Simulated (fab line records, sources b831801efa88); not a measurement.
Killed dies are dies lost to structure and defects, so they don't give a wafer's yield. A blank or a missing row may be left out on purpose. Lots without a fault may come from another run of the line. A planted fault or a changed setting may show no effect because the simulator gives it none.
Problem report in the 8D (eight disciplines) form, filled by code | flow sky130 | the parts of the form that need people (team, actions taken, sign-off) are left out

1. THE PROBLEM
spike_tc_centre_C at SKY_GATE_OXIDE_OXIDATION_16 reads a mean of 785.5 C on 9 wafers of 3 lots; wafers without a fault read 800.0 C with a standard deviation of 0.91. That is -16 standard deviations from the usual mean.
The step: stabilise 600 s, purge 300 s, target thk 3.57 nm.
First seen on wafer L430.2, day 18 03:27, on furnace-02. The record holds 38 wafers of 13 lots with a number at this step. Rule for "out", or "out of limits": more than 4 standard deviations from the usual mean. The other wafers with a number count as sound.

2. WHAT IT IS AND WHAT IT IS NOT
question                    | is                                                                                       | is not
which readings at this step | spike_tc_centre_C, spike_tc_bottom_C, spike_tc_lower_C, spike_tc_top_C, spike_tc_upper_C | tube_center_temp_C_max
which lots                  | L430, L431, L432                                                                         | L422, L423, L425, L426, L427, L435, L436, L437, L439, L441
which wafers of those lots  | all that have a number                                                                   | -
read on which tools         | furnace-02                                                                               | furnace-01
when                        | from day 18 03:27                                                                        | up to then (15 sound wafers); but 14 sound wafers of L435, L436, L437, L439, L441 came after

3. SUSPECTS, AND WHAT RULES EACH OUT
Counting: a tool at a process step up to the reading stays a suspect if it ran every lot that is out and no sound lot after the first of them.
- furnace-02 at SKY_GATE_OXIDE_OXIDATION_16 (stabilise 600 s, purge 300 s, target thk 3.57 nm): ruled out as a lasting fault. Sound lots L441 ran on it after its first lot that is out, L430 (day 18 03:27).
Left after counting: nothing in the record.

4. THE CAUSE (what the simulator had put in)
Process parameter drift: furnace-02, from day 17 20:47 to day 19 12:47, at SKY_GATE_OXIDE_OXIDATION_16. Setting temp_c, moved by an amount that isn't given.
Counting ruled it out, wrongly.

5. THE CHAIN OF EFFECTS, in route order
Each row: a reading whose mean over the struck wafers that have a number lies more than 3 standard deviations from the usual. Only readings for which the record gives a usual standard deviation are gone through. hours: the time from each lot's start at the first step in this table that gives one to its start at this step, as a median over the lots. sigmas: the change in usual standard deviations.
hours | step                        | reading              | usual   | on struck wafers | change | sigmas
0     | SKY_GATE_OXIDE_OXIDATION_16 | spike_tc_bottom_C    | 818.7 C | 805.8            | -12.9  | -12
0     | SKY_GATE_OXIDE_OXIDATION_16 | spike_tc_centre_C    | 800.0 C | 785.5            | -14.5  | -16
0     | SKY_GATE_OXIDE_OXIDATION_16 | spike_tc_lower_C     | 800.9 C | 787.2            | -13.7  | -11
0     | SKY_GATE_OXIDE_OXIDATION_16 | spike_tc_top_C       | 812.4 C | 799.2            | -13.2  | -10
0     | SKY_GATE_OXIDE_OXIDATION_16 | spike_tc_upper_C     | 799.8 C | 784.2            | -15.6  | -9.2
0     | SKY_GATE_OXIDE_OXIDATION_16 | zone_power_upper_pct | 14.59 % | 14.10            | -0.49  | -3.1
The process steps in it:
- SKY_GATE_OXIDE_OXIDATION_16: stabilise 600 s, purge 300 s, target thk 3.57 nm.

6. WHAT WOULD HAVE CAUGHT IT SOONER
In this record the first reading out of limits was taken at day 18 03:27, 7 hours after the fault began at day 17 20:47.
